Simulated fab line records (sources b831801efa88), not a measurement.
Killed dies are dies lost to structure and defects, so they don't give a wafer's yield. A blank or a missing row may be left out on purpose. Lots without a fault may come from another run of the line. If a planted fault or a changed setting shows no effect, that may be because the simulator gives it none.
fab line records / flow sky130
[record] lots = 6 wafers = 18 last-day = 50
route steps=708 shown RES_XHIGH@334 SD_N@342 PAD_OPEN@708
lots with no fault: from the same line, run without faults
start-h: the number of hours between the record's first day and the start of the first shown wafer of the lot / wait-h: hours from the lot's prior step to this one / " same as the row above / L1.1+2: one row covering several wafers at once / - value missing, or start not given / * or withheld: withheld / < > ~ a bound
route shown NAME@n: NAME is a module with steps in the file, n the number in the route of the first one / usual: mean and standard deviation over wafers with no fault / same: alike in all rows / chamber/n: place in a boat / sites: each site's reading / _std_site: the values' standard deviation / _edge_site: the outer-site mean with the inner-site mean subtracted / radius-mm: how far each site lies from the wafer's centre / mask NAME#n: copy n / behind: the tool/chamber that last shaped the wafer / hold: reason for holding the lot/hours on hold/outcome of the hold / device: the transistor (n, p or np) that didn't switch / end of line: tests of these same wafers at the route's end / a step given without rows: its recipe and nothing more / killed: dies lost to structure and defects at the first sort, not the wafer's yield / map: dies across one wafer; x = killed, . = not, _ = none there
set.NAME: the setting the step ran with; set.NAME@STEP: the setting that earlier step ran with / model.NAME: the simulator's own value behind a step, which no gauge read
lots seen at some steps along the route; tables by step, rows by wafer
services: when a tool's chamber went out of use (start-h, in hours from the record's first day, below 0 if earlier), for how many hours, and the reason
[[steps]]
[step SKY_RES_XHIGH_COAT_02]
[recipe] resist = NOVOLAK spin-rpm = 3000 resist-thk-nm = 1140
[step SKY_RES_XHIGH_SOFTBAKE_03]
[recipe] temp-c = 90 time-s = 60 resist = NOVOLAK
[step SKY_RES_XHIGH_EXPOSE_04]
[recipe] mask-id = URPM na = 0.6 source-shape = conventional sigma-outer = 0.6 polarization = unpolarized target-cd-nm = 1270 dose-mj = 140
[step SKY_RES_XHIGH_PEB_05]
[recipe] temp-c = withheld time-s = * resist = NOVOLAK
[step SKY_RES_XHIGH_DEVELOP_06]
[recipe] resist = NOVOLAK developer = TMAH develop-time-s = 60 dev-temp-c = 23
[step SKY_RES_XHIGH_IMPLANT_07]
[recipe] species = BF2 energy-kev = 20 dose-cm2 = 3.6e+14 tilt-deg = 0
[step SKY_RES_XHIGH_STRIP_08]
[recipe] chemistry = O2/N2 power-w = 1400 pressure-mtorr = 1500 platen-temp-c = withheld o2-flow-sccm = 3000 n2-flow-sccm = 300 overash-fraction = 0.5
[usual] drypump-motor-current-A = 6.1/0.53 oes-product-au = 0.711/0.0046 strip-time-to-endpoint-s = 14.28/0.051
lot.wafer=L883.1 tool=plasma-asher-03 chamber=1 start-h=652.94 wait-h=0.1 drypump-motor-current-A=5.3 oes-product-au=0.706 rf-hours-counter-h=56 strip-time-to-endpoint-s=14.27
lot.wafer=L883.4 tool=plasma-asher-03 chamber=1 start-h=652.94 wait-h=0.1 drypump-motor-current-A=5.3 oes-product-au=0.714 rf-hours-counter-h=- strip-time-to-endpoint-s=14.22
lot.wafer=L883.5 tool=plasma-asher-03 chamber=1 start-h=652.94 wait-h=0.1 drypump-motor-current-A=5.3 oes-product-au=0.717 rf-hours-counter-h=- strip-time-to-endpoint-s=14.29
lot.wafer=L886.1 tool=plasma-asher-03 chamber=0 start-h=654.60 wait-h=0.1 drypump-motor-current-A=5.8 oes-product-au=0.710 rf-hours-counter-h=56 strip-time-to-endpoint-s=14.29
lot.wafer=L886.5 tool=plasma-asher-03 chamber=0 start-h=654.60 wait-h=0.1 drypump-motor-current-A=5.8 oes-product-au=0.711 rf-hours-counter-h=- strip-time-to-endpoint-s=14.25
lot.wafer=L886.6 tool=plasma-asher-03 chamber=1 start-h=654.60 wait-h=0.1 drypump-motor-current-A=5.3 oes-product-au=0.716 rf-hours-counter-h=- strip-time-to-endpoint-s=14.30
lot.wafer=L889.1 tool=plasma-asher-04 chamber=0 start-h=679.15 wait-h=0.1 drypump-motor-current-A=5.7 oes-product-au=0.718 rf-hours-counter-h=88 strip-time-to-endpoint-s=14.28
lot.wafer=L889.5 tool=plasma-asher-04 chamber=0 start-h=679.15 wait-h=0.1 drypump-motor-current-A=5.7 oes-product-au=0.706 rf-hours-counter-h=- strip-time-to-endpoint-s=14.30
lot.wafer=L889.6 tool=plasma-asher-04 chamber=1 start-h=679.15 wait-h=0.1 drypump-motor-current-A=6.5 oes-product-au=0.708 rf-hours-counter-h=- strip-time-to-endpoint-s=14.29
lot.wafer=L892.1 tool=plasma-asher-03 chamber=0 start-h=703.84 wait-h=0.1 drypump-motor-current-A=5.8 oes-product-au=0.710 rf-hours-counter-h=61 strip-time-to-endpoint-s=14.29
lot.wafer=L892.3 tool=plasma-asher-03 chamber=1 start-h=703.84 wait-h=0.1 drypump-motor-current-A=5.3 oes-product-au=0.707 rf-hours-counter-h=- strip-time-to-endpoint-s=14.28
lot.wafer=L892.6 tool=plasma-asher-03 chamber=1 start-h=703.84 wait-h=0.1 drypump-motor-current-A=5.3 oes-product-au=0.699 rf-hours-counter-h=- strip-time-to-endpoint-s=14.28
lot.wafer=L895.3 tool=plasma-asher-02 chamber=1 start-h=718.43 wait-h=0.1 drypump-motor-current-A=6.8 oes-product-au=0.713 rf-hours-counter-h=- strip-time-to-endpoint-s=14.29
lot.wafer=L895.4 tool=plasma-asher-02 chamber=0 start-h=718.43 wait-h=0.1 drypump-motor-current-A=6.1 oes-product-au=0.713 rf-hours-counter-h=- strip-time-to-endpoint-s=14.26
lot.wafer=L895.6 tool=plasma-asher-02 chamber=1 start-h=718.43 wait-h=0.1 drypump-motor-current-A=6.8 oes-product-au=0.717 rf-hours-counter-h=- strip-time-to-endpoint-s=14.30
lot.wafer=L904.3 tool=plasma-asher-02 chamber=1 start-h=788.98 wait-h=0.1 drypump-motor-current-A=6.8 oes-product-au=0.709 rf-hours-counter-h=- strip-time-to-endpoint-s=14.26
lot.wafer=L904.4 tool=plasma-asher-02 chamber=0 start-h=788.98 wait-h=0.1 drypump-motor-current-A=6.0 oes-product-au=0.711 rf-hours-counter-h=- strip-time-to-endpoint-s=14.25
lot.wafer=L904.6 tool=plasma-asher-02 chamber=0 start-h=788.98 wait-h=0.1 drypump-motor-current-A=6.1 oes-product-au=0.710 rf-hours-counter-h=- strip-time-to-endpoint-s=14.28
[step SKY_RES_XHIGH_TW_MEAS_09]
[usual] RES_XHIGH_TW = 1639/20
lot.wafer=L883.1 tool=film-metro-03 chamber=- start-h=653.04 wait-h=0.1 RES_XHIGH_TW=1618
lot.wafer=L883.4 tool=film-metro-03 chamber=- start-h=653.04 wait-h=0.1 RES_XHIGH_TW=1606
lot.wafer=L883.5 tool=film-metro-03 chamber=- start-h=653.04 wait-h=0.1 RES_XHIGH_TW=1618
lot.wafer=L886.1 tool=film-metro-01 chamber=- start-h=654.70 wait-h=0.1 RES_XHIGH_TW=1668
lot.wafer=L886.5 tool=film-metro-01 chamber=- start-h=654.70 wait-h=0.1 RES_XHIGH_TW=1664
lot.wafer=L886.6 tool=film-metro-01 chamber=- start-h=654.70 wait-h=0.1 RES_XHIGH_TW=1663
lot.wafer=L889.1 tool=film-metro-03 chamber=- start-h=679.25 wait-h=0.1 RES_XHIGH_TW=1603
lot.wafer=L889.5 tool=film-metro-03 chamber=- start-h=679.25 wait-h=0.1 RES_XHIGH_TW=1610
lot.wafer=L889.6 tool=film-metro-03 chamber=- start-h=679.25 wait-h=0.1 RES_XHIGH_TW=1605
lot.wafer=L892.1 tool=film-metro-04 chamber=- start-h=703.94 wait-h=0.1 RES_XHIGH_TW=1646
lot.wafer=L892.3 tool=film-metro-04 chamber=- start-h=703.94 wait-h=0.1 RES_XHIGH_TW=1638
lot.wafer=L892.6 tool=film-metro-04 chamber=- start-h=703.94 wait-h=0.1 RES_XHIGH_TW=1637
lot.wafer=L895.3 tool=film-metro-01 chamber=- start-h=718.52 wait-h=0.1 RES_XHIGH_TW=1670
lot.wafer=L895.4 tool=film-metro-01 chamber=- start-h=718.52 wait-h=0.1 RES_XHIGH_TW=1666
lot.wafer=L895.6 tool=film-metro-01 chamber=- start-h=718.52 wait-h=0.1 RES_XHIGH_TW=1674
lot.wafer=L904.3 tool=film-metro-04 chamber=- start-h=789.07 wait-h=0.1 RES_XHIGH_TW=1640
lot.wafer=L904.4 tool=film-metro-04 chamber=- start-h=789.07 wait-h=0.1 RES_XHIGH_TW=1632
lot.wafer=L904.6 tool=film-metro-04 chamber=- start-h=789.07 wait-h=0.1 RES_XHIGH_TW=1639
[step SKY_SD_N_DEHYDRATE_00]
[recipe] temp-c = 200 time-s = 60
[step SKY_SD_N_HMDS_01]
[recipe] prime-time-s = 60 prime-temp-c = 120
[step SKY_SD_N_COAT_02]
[recipe] resist = NOVOLAK spin-rpm = 3000 resist-thk-nm = 1140
[step SKY_SD_N_SOFTBAKE_03]
[recipe] temp-c = 90 time-s = 60 resist = NOVOLAK
[step SKY_SD_N_EXPOSE_04]
[recipe] mask-id = NSDM na = 0.6 source-shape = conventional sigma-outer = 0.6 polarization = unpolarized target-cd-nm = 380 dose-mj = 141
lot.wafer=L883.1+4+5 tool=iline-stepper-02 chamber=0 start-h=666.84 wait-h=- mask=NSDM#0 model.SD_N.overlay-x-nm=0.06271
lot.wafer=L886.1+5+6 tool=iline-stepper-02 chamber=0 start-h=668.42 wait-h=- mask=NSDM#0 model.SD_N.overlay-x-nm=-0.03237
lot.wafer=L889.1+5+6 tool=iline-stepper-02 chamber=0 start-h=692.59 wait-h=- mask=NSDM#0 model.SD_N.overlay-x-nm=-65.43
lot.wafer=L892.1+3+6 tool=iline-stepper-02 chamber=0 start-h=717.57 wait-h=- mask=NSDM#0 model.SD_N.overlay-x-nm=-66.52
lot.wafer=L895.3+4+6 tool=iline-stepper-01 chamber=0 start-h=732.26 wait-h=- mask=NSDM#0 model.SD_N.overlay-x-nm=-1.268
lot.wafer=L904.3+4+6 tool=iline-stepper-01 chamber=0 start-h=801.33 wait-h=- mask=NSDM#0 model.SD_N.overlay-x-nm=0.0153
[step SKY_SD_N_PEB_05]
[recipe] temp-c = withheld time-s = * resist = NOVOLAK
[step SKY_SD_N_DEVELOP_06]
[recipe] resist = NOVOLAK developer = TMAH develop-time-s = 60 dev-temp-c = 23
[step SKY_SD_N_CD_MEAS_07]
[recipe] target-cd-nm = 380
[usual] cd-nm = 380.5/2.1
lot.wafer=L883.1 tool=cd-sem-01 chamber=- start-h=681.04 wait-h=0.1 cd-nm=379.6
lot.wafer=L883.4 tool=cd-sem-01 chamber=- start-h=681.04 wait-h=0.1 cd-nm=382.3
lot.wafer=L883.5 tool=cd-sem-01 chamber=- start-h=681.04 wait-h=0.1 cd-nm=381.4
lot.wafer=L886.1 tool=cd-sem-02 chamber=- start-h=682.64 wait-h=0.1 cd-nm=380.1
lot.wafer=L886.5 tool=cd-sem-02 chamber=- start-h=682.64 wait-h=0.1 cd-nm=379.2
lot.wafer=L886.6 tool=cd-sem-02 chamber=- start-h=682.64 wait-h=0.1 cd-nm=379.9
lot.wafer=L889.1 tool=cd-sem-01 chamber=- start-h=706.26 wait-h=0.2 cd-nm=379.3
lot.wafer=L889.5 tool=cd-sem-01 chamber=- start-h=706.26 wait-h=0.2 cd-nm=377.1
lot.wafer=L889.6 tool=cd-sem-01 chamber=- start-h=706.26 wait-h=0.2 cd-nm=379.8
lot.wafer=L892.1 tool=cd-sem-01 chamber=- start-h=730.99 wait-h=0.1 cd-nm=381.8
lot.wafer=L892.3 tool=cd-sem-01 chamber=- start-h=730.99 wait-h=0.1 cd-nm=381.2
lot.wafer=L892.6 tool=cd-sem-01 chamber=- start-h=730.99 wait-h=0.1 cd-nm=381.7
lot.wafer=L895.3 tool=cd-sem-02 chamber=- start-h=745.59 wait-h=0.1 cd-nm=377.6
lot.wafer=L895.4 tool=cd-sem-02 chamber=- start-h=745.59 wait-h=0.1 cd-nm=381.3
lot.wafer=L895.6 tool=cd-sem-02 chamber=- start-h=745.59 wait-h=0.1 cd-nm=378.8
lot.wafer=L904.3 tool=cd-sem-02 chamber=- start-h=814.49 wait-h=0.1 cd-nm=384.3
lot.wafer=L904.4 tool=cd-sem-02 chamber=- start-h=814.49 wait-h=0.1 cd-nm=378.6
lot.wafer=L904.6 tool=cd-sem-02 chamber=- start-h=814.49 wait-h=0.1 cd-nm=382.7
[step SKY_SD_N_OVL_MEAS_08]
[usual] SD_N_OVL = -0.4/1.5
lot.wafer=L883.1 tool=overlay-01 chamber=- start-h=681.16 wait-h=0.1 SD_N_OVL[nm]=1.1
lot.wafer=L883.4 tool=overlay-01 chamber=- start-h=681.16 wait-h=0.1 SD_N_OVL[nm]=-0.1
lot.wafer=L883.5 tool=overlay-01 chamber=- start-h=681.16 wait-h=0.1 SD_N_OVL[nm]=0.9
lot.wafer=L886.1 tool=overlay-02 chamber=- start-h=682.76 wait-h=0.1 SD_N_OVL[nm]=-2.5
lot.wafer=L886.5 tool=overlay-02 chamber=- start-h=682.76 wait-h=0.1 SD_N_OVL[nm]=-0.1
lot.wafer=L886.6 tool=overlay-02 chamber=- start-h=682.76 wait-h=0.1 SD_N_OVL[nm]=0.4
lot.wafer=L889.1 tool=overlay-02 chamber=- start-h=706.38 wait-h=0.1 SD_N_OVL[nm]=-66.3
lot.wafer=L889.5 tool=overlay-02 chamber=- start-h=706.38 wait-h=0.1 SD_N_OVL[nm]=-65.6
lot.wafer=L889.6 tool=overlay-02 chamber=- start-h=706.38 wait-h=0.1 SD_N_OVL[nm]=-67.1
lot.wafer=L892.1 tool=overlay-02 chamber=- start-h=731.11 wait-h=0.1 SD_N_OVL[nm]=-68.1
lot.wafer=L892.3 tool=overlay-02 chamber=- start-h=731.11 wait-h=0.1 SD_N_OVL[nm]=-66.8
lot.wafer=L892.6 tool=overlay-02 chamber=- start-h=731.11 wait-h=0.1 SD_N_OVL[nm]=-66.6
lot.wafer=L895.3 tool=overlay-01 chamber=- start-h=745.68 wait-h=0.1 SD_N_OVL[nm]=0.7
lot.wafer=L895.4 tool=overlay-01 chamber=- start-h=745.68 wait-h=0.1 SD_N_OVL[nm]=-0.4
lot.wafer=L895.6 tool=overlay-01 chamber=- start-h=745.68 wait-h=0.1 SD_N_OVL[nm]=-1.6
lot.wafer=L904.3 tool=overlay-01 chamber=- start-h=814.58 wait-h=0.1 SD_N_OVL[nm]=0.4
lot.wafer=L904.4 tool=overlay-01 chamber=- start-h=814.58 wait-h=0.1 SD_N_OVL[nm]=-1.9
lot.wafer=L904.6 tool=overlay-01 chamber=- start-h=814.58 wait-h=0.1 SD_N_OVL[nm]=1.4
[step SKY_SD_N_IMPLANT_09]
[recipe] species = As energy-kev = 50 dose-cm2 = 4e+15 tilt-deg = 0
[step SKY_PAD_OPEN_PROBE_99]
[usual] defect-limited-yield = 82.4/2 killed_at_M0_to_M3 = 44/7.4 killed_at_M4_up = 3.0/1.6 killed-at-contacts = 24/5 killed-at-front-end = 15/4.6 killed-at-other = 0.4/0.65 killed-dies = 86/9.6 killed-open = 48/7.4 killed-short = 38/6.9 sort_bin_3_pad_short = 0.9/0.43 sort_bin_5_function = 10.4/1.3 sort_bin_6_memory = 6.3/1.2 sort-n-pass = 406/9.6 sort-yield-pct = 82.4/2
[same] gross-dies = 492 killed-at-back-side = 0 sort_bin_4_leakage[%] = 0 sort_bin_8_speed[%] = 0
lot.wafer=L883.1 tool=prober-02 chamber=- start-h=1107.96 wait-h=0.1 defect-limited-yield[%]=83.9 killed_at_M0_to_M3=45 killed_at_M4_up=1 killed-at-contacts=24 killed-at-front-end=9 killed-at-other=0 killed-dies=79 killed-open=49 killed-short=30 sort_bin_3_pad_short[%]=0.4 sort_bin_5_function[%]=8.9 sort_bin_6_memory[%]=6.7 sort-n-pass=413 sort-yield-pct[%]=83.9
lot.wafer=L883.4 tool=prober-02 chamber=- start-h=1108.11 wait-h=0.2 defect-limited-yield[%]=80.9 killed_at_M0_to_M3=54 killed_at_M4_up=6 killed-at-contacts=20 killed-at-front-end=14 killed-at-other=0 killed-dies=94 killed-open=58 killed-short=36 sort_bin_3_pad_short[%]=0.4 sort_bin_5_function[%]=11.2 sort_bin_6_memory[%]=7.5 sort-n-pass=398 sort-yield-pct[%]=80.9
lot.wafer=L883.5 tool=prober-02 chamber=- start-h=1108.16 wait-h=0.2 defect-limited-yield[%]=84.6 killed_at_M0_to_M3=40 killed_at_M4_up=2 killed-at-contacts=18 killed-at-front-end=16 killed-at-other=0 killed-dies=76 killed-open=47 killed-short=29 sort_bin_3_pad_short[%]=1.0 sort_bin_5_function[%]=9.6 sort_bin_6_memory[%]=4.9 sort-n-pass=416 sort-yield-pct[%]=84.6
lot.wafer=L895.3 tool=prober-02 chamber=- start-h=1146.37 wait-h=0.2 defect-limited-yield[%]=81.1 killed_at_M0_to_M3=48 killed_at_M4_up=5 killed-at-contacts=25 killed-at-front-end=15 killed-at-other=0 killed-dies=93 killed-open=57 killed-short=36 sort_bin_3_pad_short[%]=0.6 sort_bin_5_function[%]=11.2 sort_bin_6_memory[%]=7.1 sort-n-pass=399 sort-yield-pct[%]=81.1
lot.wafer=L895.4 tool=prober-02 chamber=- start-h=1146.42 wait-h=0.2 defect-limited-yield[%]=83.1 killed_at_M0_to_M3=36 killed_at_M4_up=5 killed-at-contacts=24 killed-at-front-end=18 killed-at-other=0 killed-dies=83 killed-open=47 killed-short=36 sort_bin_3_pad_short[%]=1.0 sort_bin_5_function[%]=9.1 sort_bin_6_memory[%]=6.7 sort-n-pass=409 sort-yield-pct[%]=83.1
lot.wafer=L895.6 tool=prober-02 chamber=- start-h=1146.52 wait-h=0.2 defect-limited-yield[%]=84.1 killed_at_M0_to_M3=34 killed_at_M4_up=2 killed-at-contacts=25 killed-at-front-end=16 killed-at-other=1 killed-dies=78 killed-open=44 killed-short=34 sort_bin_3_pad_short[%]=0.6 sort_bin_5_function[%]=9.1 sort_bin_6_memory[%]=6.1 sort-n-pass=414 sort-yield-pct[%]=84.1
lot.wafer=L904.3 tool=prober-01 chamber=- start-h=1190.62 wait-h=0.2 defect-limited-yield[%]=81.9 killed_at_M0_to_M3=39 killed_at_M4_up=8 killed-at-contacts=25 killed-at-front-end=17 killed-at-other=0 killed-dies=89 killed-open=48 killed-short=41 sort_bin_3_pad_short[%]=1.2 sort_bin_5_function[%]=9.8 sort_bin_6_memory[%]=7.1 sort-n-pass=403 sort-yield-pct[%]=81.9
lot.wafer=L904.4 tool=prober-01 chamber=- start-h=1190.67 wait-h=0.2 defect-limited-yield[%]=83.5 killed_at_M0_to_M3=45 killed_at_M4_up=4 killed-at-contacts=21 killed-at-front-end=11 killed-at-other=0 killed-dies=81 killed-open=43 killed-short=38 sort_bin_3_pad_short[%]=1.0 sort_bin_5_function[%]=10.2 sort_bin_6_memory[%]=5.3 sort-n-pass=411 sort-yield-pct[%]=83.5
lot.wafer=L904.6 tool=prober-01 chamber=- start-h=1190.77 wait-h=0.2 defect-limited-yield[%]=83.1 killed_at_M0_to_M3=37 killed_at_M4_up=2 killed-at-contacts=30 killed-at-front-end=14 killed-at-other=0 killed-dies=83 killed-open=38 killed-short=45 sort_bin_3_pad_short[%]=0.8 sort_bin_5_function[%]=10.4 sort_bin_6_memory[%]=5.7 sort-n-pass=409 sort-yield-pct[%]=83.1
// killed by level:class
L883.1 VIA1:geometric-particle:open=17 LI_CONTACT:geometric-particle:open=7 CONTACT:geometric-particle:open=7 VIA2:geometric-particle:open=6 CONTACT:geometric-particle:short=6 VIA1:geometric-particle:short=6 METAL1:geometric-particle:short=4 VIA3:geometric-particle:open=4
L883.4 VIA1:geometric-particle:open=18 VIA2:geometric-particle:open=11 CONTACT:geometric-particle:open=10 METAL1:geometric-particle:short=6 FIELD_ISO:geometric-particle:open=5 LOCAL_INTERCONNECT:geometric-particle:short=5 METAL4:geometric-particle:short=5 FIELD_ISO:geometric-particle:short=4
L883.5 VIA1:geometric-particle:open=12 LI_CONTACT:geometric-particle:open=7 VIA3:geometric-particle:open=7 FIELD_ISO:geometric-particle:open=4 POLY_GATE:geometric-particle:open=4 METAL3:geometric-particle:short=4 POLY_GATE:geometric-particle:short=3 LI_CONTACT:geometric-particle:short=3
L895.3 VIA1:geometric-particle:open=13 CONTACT:geometric-particle:open=11 VIA3:geometric-particle:open=9 VIA2:geometric-particle:open=8 METAL1:geometric-particle:short=5 CONTACT:geometric-particle:short=5 FIELD_ISO:geometric-particle:open=4 FIELD_ISO:geometric-particle:short=3
L895.4 VIA1:geometric-particle:open=10 CONTACT:geometric-particle:open=8 LI_CONTACT:geometric-particle:open=6 VIA2:geometric-particle:short=6 LI_CONTACT:geometric-particle:short=5 SONOS_ONO:geometric-particle:open=4 CONTACT:geometric-particle:short=4 VIA2:geometric-particle:open=4
L895.6 VIA1:geometric-particle:open=11 CONTACT:geometric-particle:open=8 FIELD_ISO:geometric-particle:short=6 LI_CONTACT:geometric-particle:open=5 VIA3:geometric-particle:open=5 POLY_GATE:geometric-particle:open=4 LI_CONTACT:geometric-particle:short=4 LOCAL_INTERCONNECT:geometric-particle:short=4
L904.3 LI_CONTACT:geometric-particle:open=11 FIELD_ISO:geometric-particle:short=8 VIA1:geometric-particle:open=8 METAL2:geometric-particle:short=6 FIELD_ISO:geometric-particle:open=5 VIA3:geometric-particle:open=5 VIA3:geometric-particle:short=5 LI_CONTACT:geometric-particle:short=4
L904.4 CONTACT:geometric-particle:open=13 VIA1:geometric-particle:open=7 VIA3:geometric-particle:open=7 METAL1:geometric-particle:short=6 VIA2:geometric-particle:open=5 VIA1:geometric-particle:short=5 METAL2:geometric-particle:short=5 FIELD_ISO:geometric-particle:open=3
L904.6 CONTACT:geometric-particle:short=10 CONTACT:geometric-particle:open=8 VIA1:geometric-particle:open=8 VIA2:geometric-particle:open=7 FIELD_ISO:geometric-particle:open=5 LI_CONTACT:geometric-particle:open=5 LOCAL_INTERCONNECT:geometric-particle:short=5 METAL3:geometric-particle:short=5
[[services]]
tool=iline-stepper-02 chamber=- start-h=630.43 hours=1.7 kind=pm
tool=iline-stepper-02 chamber=0 start-h=630.95 hours=- kind=calibration
tool=plasma-asher-04 chamber=- start-h=641.80 hours=4.8 kind=repair
tool=plasma-asher-02 chamber=- start-h=642.93 hours=5.8 kind=repair
tool=plasma-asher-04 chamber=- start-h=652.52 hours=3.4 kind=repair
tool=iline-stepper-01 chamber=- start-h=681.11 hours=1.7 kind=pm
tool=iline-stepper-01 chamber=0 start-h=709.26 hours=- kind=calibration
tool=plasma-asher-04 chamber=- start-h=713.86 hours=1.7 kind=repair
tool=iline-stepper-02 chamber=- start-h=768.22 hours=3.2 kind=repair
tool=iline-stepper-02 chamber=- start-h=788.33 hours=11.0 kind=repair
tool=plasma-asher-04 chamber=- start-h=797.57 hours=4.3 kind=pm
tool=iline-stepper-02 chamber=- start-h=798.62 hours=28.7 kind=repair
[[key]]
[first-sign] step = SKY_SD_N_OVL_MEAS_08 reading = SD_N_OVL direction = down sigmas = 45 usual = -0.4 struck = -66.8
effect none on later readings
[model-effect] step = SKY_SD_N_EXPOSE_04 value = SD_N.overlay-x-nm without = 0.09918 struck = -65.97
met-at SKY_SD_N_EXPOSE_04
struck-wafers L889.1,L889.5,L889.6,L892.1,L892.3,L892.6
rows-end L889.1,L889.5,L889.6,L892.1,L892.3,L892.6
onset-between 668.42 692.59
[fault] kind = scanner-matching-overlay tool = iline-stepper-02 chamber = - onset-h = 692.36 steps = SKY_SD_N_EXPOSE_04 offset = -66.072
// rows-end: these wafers met a further fault down the route, and their rows from its step on are left out
